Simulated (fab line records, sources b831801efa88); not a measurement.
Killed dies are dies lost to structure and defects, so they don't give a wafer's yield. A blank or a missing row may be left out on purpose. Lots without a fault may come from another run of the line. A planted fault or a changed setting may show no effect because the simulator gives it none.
One fault seen from 2 desks | flow sky130 | each desk has only its own numbers; what lay behind them comes last

THE METROLOGY DESK
What the gauges read, lot by lot, whatever tool the lot ran on: means of the sampled wafers that have a number. A lot is out of limits, marked OUT, if its mean lies more than 4 standard deviations from the usual mean; the brackets give that distance.
Columns: A = INCOMING_BOW at SKY_FIELD_ISO_BOW_MEAS_00, usual 0 um; B = LI_CONTACT_OVL at SKY_LI_CONTACT_OVL_MEAS_13, usual 3 nm
lot  | first seen here | A  | B
L150 | day 1 10:02     | -0 | 4
L151 | day 1 15:02     | 2  | 7
L152 | day 1 20:00     | -2 | 2
L153 | day 2 01:01     | -2 | 3
L154 | day 2 06:01     | 1  | 3
L155 | day 2 11:04     | -3 | 9
L162 | day 3 22:02     | -1 | -3
L163 | day 4 03:01     | -3 | -1
L170 | day 5 14:01     | -3 | 4
L171 | day 5 19:01     | 3  | 10
L172 | day 6 00:00     | 3  | 10
L173 | day 6 05:00     | 11 | -1
This desk's finding: nothing out of limits on any of the 12 lots.

THE TOOL OWNER'S DESK: implanter-03
The tool's own readings at SKY_LDD_N_IMPLANT_08: means of the sampled wafers that have a number, for each lot that ran on this tool. A lot is out of limits, marked OUT, if its mean lies more than 4 standard deviations from the usual mean; the brackets give that distance.
Columns: A = beam_energy_keV at SKY_LDD_N_IMPLANT_08, usual 20.000; B = beam_on_s at SKY_LDD_N_IMPLANT_08, usual 10.01 s; C = faraday_current_uA at SKY_LDD_N_IMPLANT_08, usual 422; D = rotation_deg at SKY_LDD_N_IMPLANT_08, usual 23.000 degrees
lot  | first seen here | A      | B               | C              | D
L151 | day 17 22:42    | 19.999 | 10.12           | 417            | 22.994
L154 | day 19 20:13    | 19.993 | 10.09           | 419            | 22.987
L162 | day 22 08:54    | 20.007 | 8.70 (-6.2) OUT | 485 (+7.0) OUT | 23.011
L163 | day 22 18:49    | 20.005 | 8.60 (-6.7) OUT | 493 (+7.9) OUT | 22.974
L172 | day 25 16:00    | 20.002 | 9.92            | 425            | 23.003
This desk's finding: out of limits on L162, L163; first on L162, day 22 08:54 (beam_on_s at SKY_LDD_N_IMPLANT_08). In limits: L151, L154, L172.

PUT TOGETHER
The tool owner's desk could have raised an alarm at day 22 08:54, on L162, L163.
The metrology desk saw nothing out of limits.
The metrology desk has L162, L163 on record, within its limits.
Of the lots named, all ran SKY_LDD_N_IMPLANT_08 on implanter-03.

WHAT THE SIMULATOR HAD PUT IN
Process parameter drift: implanter-03, from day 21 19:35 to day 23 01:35, at SKY_LDD_N_IMPLANT_08. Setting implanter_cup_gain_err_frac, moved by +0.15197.
Lots struck among those shown: L162, L163.
Hours from the fault's start to each desk's first reading out of limits: the tool owner's desk, 13.
